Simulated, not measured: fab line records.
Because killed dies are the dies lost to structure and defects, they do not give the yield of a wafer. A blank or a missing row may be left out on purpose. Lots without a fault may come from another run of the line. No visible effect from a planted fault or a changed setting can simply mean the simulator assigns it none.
Comparing a struck lot with a sound one + flow gf180mcu + 14 steps out of a route of 602
Sound: wafers L420.3, L420.5, L420.6. Wafers struck: L427.1, L427.2, L427.4. At the end, the cause is stated.
Each step with rows lists, per side, the tool, then ch with its chambers, then its first start. Under that, the readings that differ: sound wafers + struck wafers + difference of the means + sigmas: that difference in standard deviations of wafers without a fault.
alike: a reading whose means differ by less than 2 such deviations, as well as words and numbers matching on both sides. not compared: withheld readings; readings where some wafer has no value; bounds like >300 that might hide an equal value; numbers whose values overlap and for which the record gives no deviation.
The two part at a step that has a row with sigmas, a row that says differs or no value, or rows on one side only. When numbers do not overlap yet have no deviation, they are printed without sigmas and do not part them. A reading missing from all wafers of one side parts the sides only when that side holds two or more wafers.

first, 6 steps without rows for these wafers: GF_M3_HMDS_08 (prime time 60 s); GF_M3_COAT_09 (resist thk 1000 nm); GF_M3_SOFTBAKE_10 (time 60 s); GF_M3_EXPOSE_11 (exposes mask Metal3, target cd 280 nm); GF_M3_PEB_12 (peb time 90 s); GF_M3_DEVELOP_13 (develop time 60 s).
GF_M3_CD_MEAS_14: the cd target is 280 nm.
  struck on cd sem-01, day 24 16:31; sound on cd sem-01, day 22 00:51
  alike: cd nm
GF_M3_OVL_MEAS_15:
  struck on overlay-01, day 24 16:38; sound on overlay-01, day 22 00:57
  alike: M3_OVL
GF_M3_METAL_ETCH_16: etches the open film in Cl2/BCl3, stops on SiO2, target depth 627.5 nm, time 104.6 s.
  sound on rie metal-04 ch 0,1, day 22 01:01; struck on rie metal-01 ch 0,1, day 24 16:40
  alike: drypump motor current A, oes product au, throttle valve pct
  not compared: rf hours counter h
GF_M3_STRIP_17: strips in O2/N2.
  sound on plasma asher-02 ch 0,1, day 22 01:07; struck on plasma asher-01 ch 0,1, day 24 16:47
  alike: drypump motor current A, heater power w, n2 flow sccm, oes product au, strip time to endpoint s
  not compared: rf hours counter h
then, 2 steps without rows for these wafers: GF_M3_STRIP_18 (strips in post etch residue remover, time 1200 s); GF_M3_CLEAN_19 (cleans in DIW).
GF_V3_CVD_00: deposits SiO2, target thk 600 nm, time 100 s.
  sound on hdpcvd-02 ch 0,2, day 22 01:37; struck on hdpcvd-01 ch 0,1, day 24 17:39
  no value came back on the struck wafers for pressure mtorr (mTorr), run length s (s); on the sound wafers pressure mtorr (mTorr) reads 5.977 5.990 6.005
GF_PASSIVATION_PROBE_99:
  the record has rows for the sound wafers here (prober-02, day 29 15:22) and none for the struck ones

## WHERE THEY PART
First at GF_V3_CVD_00; last, within this record, at GF_PASSIVATION_PROBE_99.

WHY: whatever the simulator had introduced
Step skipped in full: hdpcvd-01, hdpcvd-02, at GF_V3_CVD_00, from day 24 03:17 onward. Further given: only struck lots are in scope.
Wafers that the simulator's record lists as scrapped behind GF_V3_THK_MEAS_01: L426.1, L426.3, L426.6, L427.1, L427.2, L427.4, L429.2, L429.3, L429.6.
